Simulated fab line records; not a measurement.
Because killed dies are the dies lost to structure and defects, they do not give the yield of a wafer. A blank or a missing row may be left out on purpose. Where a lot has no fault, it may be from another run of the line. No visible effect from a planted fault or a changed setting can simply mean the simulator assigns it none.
fab line records -- flow sky130
record: lots: 11, wafers: 33, last_day: 50
route steps=708 shown LDD_N@253 CONTACT@415 VIA1@470 METAL2@500 PAD_OPEN@708
lots that met no fault: taken from a fault-free run of the same line
start_h: start of the lot's first displayed wafer, in hours after the record's first day -- wait_h: hours since the lot's step before -- " repeats the value in the row above -- L1.1+2: a row that stands for several wafers -- - no value present, or no start provided -- * or withheld: withheld -- < > ~ a bound
route shown NAME@n: a module of which the file shows steps, and the number in the route of the first -- usual: mean/standard deviation taken from wafers without a fault -- same: alike in all rows -- chamber/n: place in a boat -- sites: readings site by site -- _std_site: standard deviation of those values -- _edge_site: outer sites' mean less inner sites' -- radius_mm: how far each site lies from the wafer's centre -- mask NAME#n: copy n -- behind: tool/chamber where the wafer was last shaped -- hold: why the lot went on hold/how many hours it stayed there/how the hold came to an end -- device: whichever transistor did not switch (one of n, p or np) -- end of line: tests of these same wafers at the route's end -- step lacking rows: just its recipe -- killed: at the first sort, the dies lost to defects and structure; wafer yield is something else -- map: dies across one wafer; x = killed, . = not, _ = none there
set.NAME: the setting as run; set.NAME@STEP: as run at that earlier step -- model.NAME: the simulator's own value behind a step, which no gauge read
steps of the route over a sample of lots; a table a step, a row a wafer
services: the hour from which a tool's chamber was out of use, counted from the record's first day as start_h (under 0 if before that day), plus the number of hours and why
== steps ==
step: SKY_LDD_N_STRIP_16
recipe: chemistry: O2/N2, power_w: 1400, pressure_mtorr: 1500, platen_temp_c: withheld, o2_flow_sccm: 3000, n2_flow_sccm: 300, overash_fraction: 0.5
usual: chamber_pressure_mTorr: 1500.0/1.4, drypump_motor_current_A: 5.5/0.42, oes_product_au: 0.406/0.0049, strip_time_to_endpoint_s: 4.311/0.014
lot.wafer,tool,chamber,start_h,wait_h,chamber_pressure_mTorr,drypump_motor_current_A,oes_product_au,rf_hours_counter_h,strip_time_to_endpoint_s
L264.2,plasma_asher-03,0,436.65,0.1,1498.6,6.1,0.412,33,4.321
L264.3,plasma_asher-03,1,436.65,0.1,1501.3,5.4,0.401,-,4.317
L264.4,plasma_asher-03,0,436.65,0.1,1499.2,6.1,0.400,-,4.319
L265.1,plasma_asher-01,1,451.99,0.1,1500.4,6.0,0.409,2,4.310
L265.4,plasma_asher-01,0,451.99,0.1,1499.3,5.2,0.400,-,4.320
L265.5,plasma_asher-01,1,451.99,0.1,1498.1,6.0,0.415,-,4.305
L266.2,plasma_asher-03,1,461.34,0.1,1499.0,5.4,0.413,35,4.327
L266.3,plasma_asher-03,1,461.34,0.1,1501.2,5.3,0.398,-,4.319
L266.4,plasma_asher-03,0,461.34,0.1,1502.3,6.1,0.404,-,4.317
L267.1,plasma_asher-04,0,470.32,0.1,1501.5,5.6,0.410,75,4.320
L267.2,plasma_asher-04,1,470.32,0.1,1499.5,5.0,0.414,75,4.332
L267.4,plasma_asher-04,1,470.32,0.1,1499.2,4.9,0.410,-,4.306
L269.1,plasma_asher-04,0,484.44,0.1,1497.7,5.6,0.405,76,4.300
L269.2,plasma_asher-04,1,484.44,0.1,1501.2,5.0,0.406,76,4.290
L269.3,plasma_asher-04,0,484.44,0.1,1499.8,5.6,0.416,-,4.290
L276.2,plasma_asher-01,1,539.90,0.1,1499.4,6.1,0.401,10,4.286
L276.4,plasma_asher-01,0,539.90,0.1,1497.7,5.2,0.403,-,4.321
L276.6,plasma_asher-01,1,539.90,0.1,1499.9,6.0,0.406,-,4.320
L278.3,plasma_asher-03,0,561.77,0.1,1499.0,6.1,0.404,-,4.306
L278.5,plasma_asher-03,1,561.77,0.1,1498.4,5.4,0.399,-,4.315
L278.6,plasma_asher-03,0,561.77,0.1,1499.8,6.1,0.408,-,4.326
L280.1,plasma_asher-03,0,578.35,0.1,1500.9,6.1,0.411,46,4.304
L280.3,plasma_asher-03,1,578.35,0.1,1500.3,5.3,0.410,-,4.311
L280.6,plasma_asher-03,1,578.35,0.1,1500.0,5.4,0.403,-,4.312
L281.1,plasma_asher-04,1,596.72,0.1,1499.7,5.0,0.413,87,4.304
L281.4,plasma_asher-04,0,596.72,0.1,1500.0,5.6,0.412,-,4.293
L281.5,plasma_asher-04,0,596.72,0.1,1501.4,5.6,0.408,-,4.294
L282.3,plasma_asher-04,0,598.75,0.1,1498.0,5.6,0.409,-,4.312
L282.5,plasma_asher-04,1,598.75,0.1,1497.0,5.0,0.418,-,4.329
L282.6,plasma_asher-04,0,598.75,0.1,1499.8,5.6,0.404,-,4.303
L283.1,plasma_asher-01,0,607.91,0.2,1499.1,5.2,0.415,18,4.329
L283.3,plasma_asher-01,0,607.91,0.2,1501.0,5.2,0.407,-,4.317
L283.5,plasma_asher-01,1,607.91,0.2,1500.7,6.0,0.410,-,4.304
step: SKY_CONTACT_COAT_09
recipe: resist: KrF-thick, spin_rpm: 3000, resist_thk_nm: 450
usual: exhaust_pa: 44.8/0.78
lot.wafer,tool,chamber,start_h,wait_h,exhaust_pa
L264.2,litho_track-02,0,751,-,44.6
L264.3,litho_track-02,0,751,-,45.5
L264.4,litho_track-02,0,751,-,45.0
L265.1,litho_track-02,0,763,-,44.0
L265.4,litho_track-02,0,763,-,44.2
L265.5,litho_track-02,0,763,-,45.8
L266.2,litho_track-01,0,773,-,45.2
L266.3,litho_track-01,0,773,-,44.5
L266.4,litho_track-01,0,773,-,45.5
L267.1,litho_track-01,0,781,-,44.9
L267.2,litho_track-01,0,781,-,43.8
L267.4,litho_track-01,0,781,-,44.8
L269.1,litho_track-02,0,791,-,44.9
L269.2,litho_track-02,0,791,-,45.8
L269.3,litho_track-02,0,791,-,46.2
L276.2,litho_track-01,0,842,-,45.0
L276.4,litho_track-01,0,842,-,44.7
L276.6,litho_track-01,0,842,-,45.0
L278.3,litho_track-01,0,859,-,45.0
L278.5,litho_track-01,0,859,-,45.2
L278.6,litho_track-01,0,859,-,45.4
L280.1,litho_track-02,0,873,-,45.6
L280.3,litho_track-02,0,873,-,46.3
L280.6,litho_track-02,0,873,-,45.5
L281.1,litho_track-02,0,890,-,45.1
L281.4,litho_track-02,0,890,-,45.0
L281.5,litho_track-02,0,890,-,45.3
L282.3,litho_track-02,0,894,-,45.1
L282.5,litho_track-02,0,894,-,45.2
L282.6,litho_track-02,0,894,-,43.8
L283.1,litho_track-04,0,899,-,46.0
L283.3,litho_track-04,0,899,-,43.8
L283.5,litho_track-04,0,899,-,45.7
step: SKY_CONTACT_STRIP_19
recipe: chemistry: O2/N2, power_w: 1400, pressure_mtorr: 1500, platen_temp_c: withheld, o2_flow_sccm: 3000, n2_flow_sccm: 300, overash_fraction: 0.5
usual: chamber_pressure_mTorr: 1499.8/1.2, drypump_motor_current_A: 5.5/0.52, oes_product_au: 0.381/0.0048, strip_time_to_endpoint_s: 3.617/0.029
lot.wafer,tool,chamber,start_h,wait_h,chamber_pressure_mTorr,drypump_motor_current_A,oes_product_au,rf_hours_counter_h,strip_time_to_endpoint_s
L264.2,plasma_asher-02,1,765.85,-,1500.1,4.8,0.378,96,3.581
L264.3,plasma_asher-02,0,765.85,-,1500.9,6.0,0.382,-,3.586
L264.4,plasma_asher-02,1,765.85,-,1498.6,4.8,0.374,-,3.568
L265.1,plasma_asher-02,1,777.54,-,1499.9,4.8,0.382,97,3.546
L265.4,plasma_asher-02,0,777.54,-,1499.6,6.0,0.394,-,3.612
L265.5,plasma_asher-02,1,777.54,-,1500.6,4.8,0.382,-,3.562
L266.2,plasma_asher-02,1,787.30,-,1498.6,4.8,0.388,98,3.647
L266.3,plasma_asher-02,1,787.30,-,1501.1,4.8,0.385,-,3.681
L266.4,plasma_asher-02,0,787.30,-,1499.9,6.0,0.381,-,3.672
L267.1,plasma_asher-02,1,794.67,-,1500.4,4.8,0.389,99,3.658
L267.2,plasma_asher-02,0,794.67,-,1501.2,6.0,0.382,99,3.606
L267.4,plasma_asher-02,1,794.67,-,1499.8,4.8,0.383,-,3.660
L269.1,plasma_asher-03,1,804.57,-,1501.4,5.3,0.381,67,3.632
L269.2,plasma_asher-03,0,804.57,-,1500.8,6.1,0.389,67,3.628
L269.3,plasma_asher-03,1,804.57,-,1498.6,5.3,0.385,-,3.614
L276.2,plasma_asher-04,0,855.32,-,1499.7,5.6,0.363,12,3.085
L276.4,plasma_asher-04,0,855.32,-,1499.3,5.6,0.357,-,3.082
L276.6,plasma_asher-04,0,855.32,-,1499.0,5.6,0.385,-,3.658
L278.3,plasma_asher-03,1,873.28,-,1499.5,5.4,0.378,-,3.593
L278.5,plasma_asher-03,1,873.28,-,1501.2,5.3,0.355,-,3.025
L278.6,plasma_asher-03,0,873.28,-,1501.3,6.1,0.376,-,3.623
L280.1,plasma_asher-02,1,886.47,-,1500.2,4.8,0.375,109,3.631
L280.3,plasma_asher-02,1,886.47,-,1499.1,4.8,0.371,-,3.610
L280.6,plasma_asher-02,0,886.47,-,1497.8,6.0,0.376,-,3.616
L281.1,plasma_asher-02,1,903.62,-,1500.4,4.8,0.379,111,3.607
L281.4,plasma_asher-02,1,903.62,-,1498.6,4.7,0.380,-,3.630
L281.5,plasma_asher-02,0,903.62,-,1500.7,6.1,0.382,-,3.634
L282.3,plasma_asher-04,0,907.23,-,1500.9,5.6,0.385,-,3.612
L282.5,plasma_asher-04,0,907.23,-,1499.4,5.6,0.379,-,3.599
L282.6,plasma_asher-04,1,907.23,-,1500.2,5.0,0.380,-,3.580
L283.1,plasma_asher-03,1,912.25,-,1499.7,5.4,0.382,76,3.643
L283.3,plasma_asher-03,0,912.25,-,1499.4,6.1,0.379,-,3.589
L283.5,plasma_asher-03,1,912.25,-,1501.7,5.4,0.389,-,3.598
step: SKY_VIA1_CD_MEAS_12
recipe: target_cd_nm: 150
usual: cd_nm: 150.3/1.9
lot.wafer,tool,chamber,start_h,wait_h,cd_nm
L264.2,cd_sem-01,-,821.73,-,149.1
L264.3,cd_sem-01,-,821.73,-,148.7
L264.4,cd_sem-01,-,821.73,-,149.4
L265.1,cd_sem-01,-,832.85,-,149.6
L265.4,cd_sem-01,-,832.85,-,150.8
L265.5,cd_sem-01,-,832.85,-,149.4
L266.2,cd_sem-01,-,843.06,-,149.4
L266.3,cd_sem-01,-,843.06,-,150.4
L266.4,cd_sem-01,-,843.06,-,150.4
L267.1,cd_sem-02,-,850.99,-,145.4
L267.2,cd_sem-02,-,850.99,-,144.5
L267.4,cd_sem-02,-,850.99,-,146.5
L269.1,cd_sem-02,-,860.16,-,152.9
L269.2,cd_sem-02,-,860.16,-,152.6
L269.3,cd_sem-02,-,860.16,-,150.7
L276.2,cd_sem-01,-,910.46,-,150.9
L276.4,cd_sem-01,-,910.46,-,150.5
L276.6,cd_sem-01,-,910.46,-,150.6
L278.3,cd_sem-02,-,926.53,-,151.2
L278.5,cd_sem-02,-,926.53,-,154.0
L278.6,cd_sem-02,-,926.53,-,153.5
L280.1,cd_sem-02,-,940.80,-,150.2
L280.3,cd_sem-02,-,940.80,-,148.8
L280.6,cd_sem-02,-,940.80,-,150.2
L281.1,cd_sem-01,-,955.79,-,149.4
L281.4,cd_sem-01,-,955.79,-,150.3
L281.5,cd_sem-01,-,955.79,-,149.1
L282.3,cd_sem-02,-,959.28,-,148.3
L282.5,cd_sem-02,-,959.28,-,150.4
L282.6,cd_sem-02,-,959.28,-,149.8
L283.1,cd_sem-02,-,965.20,-,149.0
L283.3,cd_sem-02,-,965.20,-,151.1
L283.5,cd_sem-02,-,965.20,-,148.7
step: SKY_METAL2_DESCUM_17
recipe: chemistry: O2, source_power_w: 150, bias_power_w: 0, pressure_mtorr: 10, temp_c: 40, time_s: 8
usual: chamber_pressure_mTorr: 9.999/0.023, drypump_motor_current_A: 6.1/0.46, oes_product_au: 1.004/0.0078
lot.wafer,tool,chamber,start_h,wait_h,chamber_pressure_mTorr,drypump_motor_current_A,oes_product_au,rf_hours_counter_h
L264.2,rie_metal-01,0,850.01,0.0,10.001,5.9,1.002,1
L264.3,rie_metal-01,0,850.01,0.0,10.007,5.9,1.005,-
L264.4,rie_metal-01,1,850.01,0.0,9.999,6.6,0.995,-
L265.1,rie_metal-02,1,860.96,0.0,10.003,5.3,1.007,10
L265.4,rie_metal-02,0,860.96,0.0,10.012,5.9,1.008,-
L265.5,rie_metal-02,0,860.96,0.0,9.986,5.9,1.017,-
L266.2,rie_metal-01,0,871.36,0.0,10.010,5.9,0.988,2
L266.3,rie_metal-01,1,871.36,0.0,9.998,6.7,1.000,-
L266.4,rie_metal-01,0,871.36,0.0,9.989,5.9,0.987,-
L267.1,rie_metal-04,0,879.16,0.0,10.008,6.0,1.022,4
L267.2,rie_metal-04,1,879.16,0.0,9.996,6.6,0.998,10
L267.4,rie_metal-04,0,879.16,0.0,9.986,6.0,1.016,-
L269.1,rie_metal-01,0,888.02,0.0,10.006,5.9,1.001,3
L269.2,rie_metal-01,1,888.02,0.0,10.007,6.7,1.005,10
L269.3,rie_metal-01,1,888.02,0.0,9.990,6.6,1.002,-
L276.2,rie_metal-01,1,937.37,0.0,9.995,6.6,1.006,12
L276.4,rie_metal-01,1,937.37,0.0,10.005,6.7,1.001,-
L276.6,rie_metal-01,0,937.37,0.0,9.996,5.9,0.990,-
L278.3,rie_metal-04,0,952.38,0.0,10.018,6.0,1.000,-
L278.5,rie_metal-04,0,952.38,0.0,10.002,6.0,1.008,-
L278.6,rie_metal-04,1,952.38,0.0,10.003,6.6,0.993,-
L280.1,rie_metal-04,1,966.47,0.0,9.997,6.6,1.001,14
L280.3,rie_metal-04,0,966.47,0.0,10.005,6.0,1.011,-
L280.6,rie_metal-04,0,966.47,0.0,9.995,6.0,1.007,-
L281.1,rie_metal-04,0,981.67,0.0,10.002,6.0,1.011,9
L281.4,rie_metal-04,0,981.67,0.0,10.009,6.0,1.007,-
L281.5,rie_metal-04,0,981.67,0.0,10.015,6.0,1.005,-
L282.3,rie_metal-02,1,984.83,0.0,10.007,5.3,1.004,-
L282.5,rie_metal-02,0,984.83,0.0,10.019,5.9,1.001,-
L282.6,rie_metal-02,1,984.83,0.0,9.991,5.3,1.006,-
L283.1,rie_metal-04,0,990.22,0.0,9.995,6.1,1.001,10
L283.3,rie_metal-04,0,990.22,0.0,10.008,6.1,1.007,-
L283.5,rie_metal-04,0,990.22,0.0,10.003,6.1,1.005,-
step: SKY_PAD_OPEN_PROBE_99
usual: killed_at_M0_to_M3: 42/7.7, killed_at_M4_up: 3.1/1.9, killed_at_contacts: 24/4.9, killed_at_front_end: 15/4.6, killed_at_other: 0.3/0.51, killed_dies: 85/9.9, killed_open: 47/7.1, killed_short: 38/6.7
same: gross_dies: 492, killed_at_back_side: 0
lot.wafer,tool,chamber,start_h,wait_h,killed_at_M0_to_M3,killed_at_M4_up,killed_at_contacts,killed_at_front_end,killed_at_other,killed_dies,killed_open,killed_short
L276.6,prober-01,-,1166.21,0.2,31,1,28,16,0,76,40,36
killed by level:class
L276.6 VIA1:geometric_particle:open=10 CONTACT:geometric_particle:open=9 CONTACT:geometric_particle:short=8 VIA3:geometric_particle:open=8 FIELD_ISO:geometric_particle:open=5 VIA1:geometric_particle:short=5 LI_CONTACT:geometric_particle:open=4 METAL1:geometric_particle:short=4
== services ==
tool,chamber,start_h,hours,kind
plasma_asher-01,-,419.55,4.3,pm
plasma_asher-01,-,423.88,9.0,pm
plasma_asher-02,-,425.83,0.4,repair
plasma_asher-03,-,467.94,1.4,repair
plasma_asher-01,-,492.53,3.1,repair
rie_metal-04,-,520.05,1.5,repair
plasma_asher-03,-,533.04,2.8,pm
plasma_asher-04,-,568.68,2.8,pm
rie_metal-01,1,595.80,3.2,repair
plasma_asher-03,-,602.21,28.1,pm
plasma_asher-04,-,642.87,14.6,pm
rie_metal-04,1,643.59,5.8,repair
rie_metal-04,-,649.51,28.1,pm
rie_metal-04,-,705.80,2.8,pm
plasma_asher-04,-,733.75,9.0,pm
plasma_asher-01,-,782.57,7.4,repair
rie_metal-04,-,784.35,0.4,repair
plasma_asher-03,-,819.67,14.9,repair
plasma_asher-04,-,834.06,1.3,repair
rie_metal-04,-,858.97,14.6,pm
rie_metal-01,-,907.50,1.4,pm
plasma_asher-03,-,942.04,24.1,repair
rie_metal-01,0,945.95,56.8,repair
plasma_asher-04,-,950.83,1.7,repair
== key ==
first_sign: step: SKY_CONTACT_STRIP_19, reading: strip_time_to_endpoint_s, direction: down, sigmas: 19, usual: *, struck: *
effect: step: SKY_CONTACT_STRIP_19, reading: oes_product_au, direction: down, sigmas: 4.8, usual: 0.381, struck: 0.358
met_at SKY_CONTACT_COAT_09
struck_lots L276,L278
struck_wafers L276.2,L276.4,L278.5
tester_left_out L276,L278
not_acting_at SKY_LDD_N_STRIP_16,SKY_VIA1_CD_MEAS_12,SKY_METAL2_DESCUM_17
onset_between 781 842
fault: kind: process_parameter_drift, tool: litho_track-01, chamber: -, onset_h: 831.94, steps: SKY_CONTACT_COAT_09, channel: resist_thk_nm, offset: -50.856, shape: step, end_h: 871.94, scope: struck_wafers_only, acts_in: these_recipes_only, stated: 450
tester_left_out: of these lots the tester's yield and bins aren't shown, on N5 and GAA mostly nor the transistor test; their killed dies are dies lost to structure and defects alone, not to doping, threshold or leakage, so they don't give the yield
